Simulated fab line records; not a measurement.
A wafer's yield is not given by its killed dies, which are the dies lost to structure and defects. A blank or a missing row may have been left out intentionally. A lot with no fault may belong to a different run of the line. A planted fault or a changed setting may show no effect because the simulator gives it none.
A lot that was struck, set against a sound lot || flow sky130 || 14 steps out of a route of 708
Sound: wafers L753.1, L753.4, L753.6. The struck wafers were L757.2, L757.3, L757.6. The cause comes at the end.
Order at every step that has rows: each side's tool, ch and its chambers, its first start. Under that, the readings that differ: sound wafers || struck wafers || difference of the means || sigmas: that difference in standard deviations of wafers without a fault.
alike: a reading whose means differ by less than 2 such deviations, as well as words and numbers matching on both sides. not compared: withheld readings; readings where some wafer has no value; bounds like >300 that might hide an equal value; numbers whose values overlap and for which the record gives no deviation.
Wherever a step has rows on one side only, a row that says differs or no value, or a row with sigmas, the two part there. When numbers do not overlap yet have no deviation, they are printed without sigmas and do not part them. A reading that every wafer of one side lacks parts them only if that side has two wafers or more.

first, 3 steps without rows for these wafers: SKY_FIELD_ISO_EXPOSE_10 (exposes mask FOM, target cd 150 nm); SKY_FIELD_ISO_PEB_11; SKY_FIELD_ISO_DEVELOP_12 (develop time 60 s).
SKY_FIELD_ISO_CD_MEAS_13 targets a cd of 150 nm.
  sound on cd_sem-01 at day 4 06:05; struck on cd_sem-02 at day 4 23:28
  alike: cd_nm
SKY_FIELD_ISO_ETCH_14: etches BARC in N2/H2, stops on SiO2, time 45.9 s, target depth 60 nm.
  sound on rie_diel-03 ch 1,2, day 4 06:13; struck on rie_diel-03 ch 2,3, day 4 23:34
  alike: drypump_motor_current_A, oes_product_au, throttle_valve_pct
  not compared: rf_hours_counter_h
SKY_FIELD_ISO_ETCH_15: etches the open film in CHF3/O2, stops on Si, target depth 180 nm, time 72 s.
  sound on rie_diel-03 ch 1,2, day 4 06:17; struck on rie_diel-03 ch 2,3, day 4 23:36
  alike: drypump_motor_current_A, oes_product_au, throttle_valve_pct
  not compared: rf_hours_counter_h
SKY_FIELD_ISO_STRIP_16: strips in O2/N2.
  sound on plasma_asher-03 ch 0,1, day 4 06:22; struck on plasma_asher-02 ch 0,1, day 4 23:40
  alike: drypump_motor_current_A, o2_flow_sccm, oes_product_au, strip_time_to_endpoint_s
  not compared: rf_hours_counter_h
SKY_FIELD_ISO_ETCH_17: etches Si in HBr/Cl2/O2, target depth 342 nm, time 97.7 s.
  sound on rie_si-02 ch 1,2,3, day 4 06:28; struck on rie_si-02 ch 2,3, day 4 23:46
  alike: drypump_motor_current_A, oes_product_au, throttle_valve_pct
  not compared: rf_hours_counter_h
then, 4 steps without rows for these wafers: SKY_FIELD_ISO_WET_ETCH_18 (etches Si3N4 in H3PO4, target depth 25 nm, time 286 s); SKY_FIELD_ISO_CLEAN_19 (cleans in SC1/SC2, time 150 s); SKY_FIELD_ISO_CLEAN_20 (cleans in dHF, time 20 s); SKY_FIELD_ISO_WET_ETCH_21 (etches SiO2 in dHF, target depth 20 nm, time 400 s).
SKY_FIELD_ISO_OXIDATION_22: stabilise 600 s, purge 300 s, target thk 10 nm.
  struck on furnace-02, day 5 02:08; sound on furnace-01 ch 0, day 4 08:42
  no value came back on the struck wafers for ox_temp_c (C), ox_temp_c_max, spike_tc_lower_C (C), stabilise_s (s); on the sound wafers ox_temp_c (C) reads 950.0 950.1 949.9
then, 1 step without rows for these wafers: SKY_FIELD_ISO_CVD_24 (deposits SiO2, target thk 595 nm, time 99.2 s).

== WHERE THEY PART ==
Only at SKY_FIELD_ISO_OXIDATION_22, within this record.

WHY: the cause the simulator had injected
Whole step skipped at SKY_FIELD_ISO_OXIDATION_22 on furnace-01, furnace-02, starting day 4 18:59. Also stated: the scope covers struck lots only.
